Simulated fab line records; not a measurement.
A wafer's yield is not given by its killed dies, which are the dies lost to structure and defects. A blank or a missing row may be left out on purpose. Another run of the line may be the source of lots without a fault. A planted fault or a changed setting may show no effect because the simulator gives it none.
Check of tool commonality -- flow sky130 -- Lots sampled 10, wafers sampled 39

REASON FOR OPENING
At SKY_POLY_GATE_THK_MEAS_01 the reading POLY_GATE_CVD_00_THK is flagged on 3 of 10 lots. Fault-free wafers read 179.4 nm, with a standard deviation of 1.4.
Rule: a lot gets a flag if all its wafers with a number sit over 4 standard deviations from that mean, or if no wafer of it has a number. The rest of the lots are taken to be sound.

lot,measured,on,"POLY_GATE_CVD_00_THK (nm), wafer by wafer",flag
L750,day 14 18:06,film metro-01,180.0 180.1 180.3,
L752,day 15 11:55,film metro-01,163.4 147.2 139.7 163.4 147.1 139.7,FLAGGED
L753,day 15 21:29,film metro-03,138.4 154.2 160.4 138.3 154.0 160.3,FLAGGED
L754,day 16 09:28,film metro-03,133.8 127.9 125.8 133.7 127.8 125.8,FLAGGED
L763,day 19 11:40,film metro-01,177.6 177.5 176.7,
L765,day 20 03:22,film metro-03,179.5 179.8 179.8,
L766,day 20 15:08,film metro-01,178.4 180.3 178.8,
L767,day 20 20:50,film metro-01,177.4 175.6 177.3,
L768,day 21 03:33,film metro-01,179.4 180.2 179.2,
L771,day 22 03:20,film metro-03,179.4 178.7 179.8,
On average the flagged lots' numbers are 143.4 nm, which is -36.0 nm against the usual, or -26 standard deviations.

WHICH TOOL RAN EACH LOT
2 process steps preceding the reading are held in the record, out of 708 steps in the route. Each cell gives the tool, then ch followed by the chambers the sampled wafers passed through, then the start.
lot,flag,SKY_VT_ADJUST_NCORE_STRIP_10,SKY_POLY_GATE_CVD_00
L750,,"plasma asher-03 ch 0,1, day 9 05:41","lpcvd-01 ch 1, day 14 16:52"
L752,FLAGGED,"plasma asher-03 ch 0,1, day 9 19:34","lpcvd-01 ch 1, day 15 10:42"
L753,FLAGGED,"plasma asher-02 ch 0,1, day 10 04:33","lpcvd-01 ch 0, day 15 20:17"
L754,FLAGGED,"plasma asher-04 ch 0,1, day 10 12:35","lpcvd-01 ch 0, day 16 08:16"
L763,,"plasma asher-02 ch 0,1, day 13 00:08","lpcvd-01 ch 1, day 19 09:50"
L765,,"plasma asher-02 ch 0,1, day 13 15:16","lpcvd-01 ch 0, day 20 02:10"
L766,,"plasma asher-02 ch 0,1, day 14 00:37","lpcvd-01 ch 0, day 20 13:56"
L767,,"plasma asher-02 ch 0,1, day 14 07:01","lpcvd-01 ch 1, day 20 19:37"
L768,,"plasma asher-03 ch 0,1, day 14 12:16","lpcvd-01 ch 0, day 21 02:20"
L771,,"plasma asher-04 ch 0,1, day 15 10:59","lpcvd-01 ch 0, day 22 02:08"
What is done by these steps:
- SKY_VT_ADJUST_NCORE_STRIP_10: strips in O2/N2.
- SKY_POLY_GATE_CVD_00: deposits poly-Si, target thk 180 nm, time 720 s.
- SKY_POLY_GATE_THK_MEAS_01

FLAGGED AGAINST TOTAL, ONE TOOL AT A TIME (gauges that did the reading follow at the end)
step,tool,lots run,flagged,share of the flagged lots,sound lots run after its first flagged lot
SKY_VT_ADJUST_NCORE_STRIP_10,plasma asher-02,5,1,some,"4 (L763,L765,L766,L767)"
SKY_VT_ADJUST_NCORE_STRIP_10,plasma asher-03,3,1,some,1 (L768)
SKY_VT_ADJUST_NCORE_STRIP_10,plasma asher-04,2,1,some,1 (L771)
SKY_POLY_GATE_CVD_00,lpcvd-01,10,3,all,"6 (L763,L765,L766,L767,L768,L771)"
SKY_POLY_GATE_THK_MEAS_01,film metro-01,6,1,some,"4 (L763,L766,L767,L768)"
SKY_POLY_GATE_THK_MEAS_01,film metro-03,4,2,some,"2 (L765,L771)"

WHAT THE TABLE ALLOWS
In the table, 1 row covers all flagged lots: lpcvd-01 at SKY_POLY_GATE_CVD_00.
- lpcvd-01 at SKY_POLY_GATE_CVD_00 ran 10 lots, 3 of them flagged. After the first flagged lot (L763, L765, L766, L767, L768, L771), sound lots still ran on it; a lasting fault on the whole tool would not permit that. Its own readings (spike tc centre C, zone power centre pct, zone power upper pct) fall more than 4 standard deviations out on all wafers of the flagged lots.
There is no row in the table that ran each flagged lot and no sound lot after the first.

WHAT HAD BEEN PUT IN BY THE SIMULATOR
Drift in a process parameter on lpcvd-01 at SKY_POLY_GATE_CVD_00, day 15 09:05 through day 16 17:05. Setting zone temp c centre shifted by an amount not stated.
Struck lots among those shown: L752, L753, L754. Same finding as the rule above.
